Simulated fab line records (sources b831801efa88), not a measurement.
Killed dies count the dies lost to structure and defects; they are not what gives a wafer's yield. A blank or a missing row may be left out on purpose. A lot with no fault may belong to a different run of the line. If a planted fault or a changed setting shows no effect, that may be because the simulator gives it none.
Which of the tools did it? || flow sky130 || 16 wafers from 6 lots sampled at 2 of the route's 708 steps

== WHAT EACH GAUGE READ, for each wafer ==
SKY_VIA1_BOW_MEAS_03.
{"lot": "L130", "measured": "day 33 07:52", "on": "film_metro-03", "VIA1_BOW (um)": "88 93 80"}
{"lot": "L133", "measured": "day 34 18:20", "on": "film_metro-02", "VIA1_BOW (um)": "74 93 67"}
{"lot": "L137", "measured": "day 35 18:41", "on": "film_metro-02", "VIA1_BOW (um)": "92 71 79"}
{"lot": "L140", "measured": "day 36 11:07", "on": "film_metro-03", "VIA1_BOW (um)": "89 88 93"}
{"lot": "L144", "measured": "day 37 23:10", "on": "film_metro-02", "VIA1_BOW (um)": 80}
{"lot": "L149", "measured": "day 39 09:34", "on": "film_metro-03", "VIA1_BOW (um)": "89 84 87"}

== WHICH TOOL RAN EACH LOT (tool, then ch and the chambers of the sampled wafers, then the start) ==
{"lot": "L130", "SKY_METAL1_SPUTTER_04": "pvd_sputter-01, day 32 03:24"}
{"lot": "L133", "SKY_METAL1_SPUTTER_04": "pvd_sputter-02, day 33 15:10"}
{"lot": "L137", "SKY_METAL1_SPUTTER_04": "pvd_sputter-04, day 34 16:28"}
{"lot": "L140", "SKY_METAL1_SPUTTER_04": "pvd_sputter-04, day 35 07:28"}
{"lot": "L144", "SKY_METAL1_SPUTTER_04": "pvd_sputter-01, day 36 20:40"}
{"lot": "L149", "SKY_METAL1_SPUTTER_04": "pvd_sputter-04, day 38 07:44"}
- SKY_METAL1_SPUTTER_04: material TiN, target thk 70 nm, time 58.3 s.

== THE ANSWER, worked out from the rows above alone ==
Rule: usual is defined by the lots themselves. The widest of any qualifying gaps counts: lots, ordered by their means at a reading, are off when they make up no more than a third of the lots, leave a main group of 4 or more, and stand apart from it by 3 or more times the standard deviation of that group's means. The tables above print the reading to a certain number of digits; a main group whose means all agree to those digits is not used. A lot without any number at a reading at which 4 lots or more have one is off too. Any other lot the step has rows for is counted as sound.
None of the lots is off at any reading shown; this tells nothing.

== WHAT THE SIMULATOR HAD INSERTED ==
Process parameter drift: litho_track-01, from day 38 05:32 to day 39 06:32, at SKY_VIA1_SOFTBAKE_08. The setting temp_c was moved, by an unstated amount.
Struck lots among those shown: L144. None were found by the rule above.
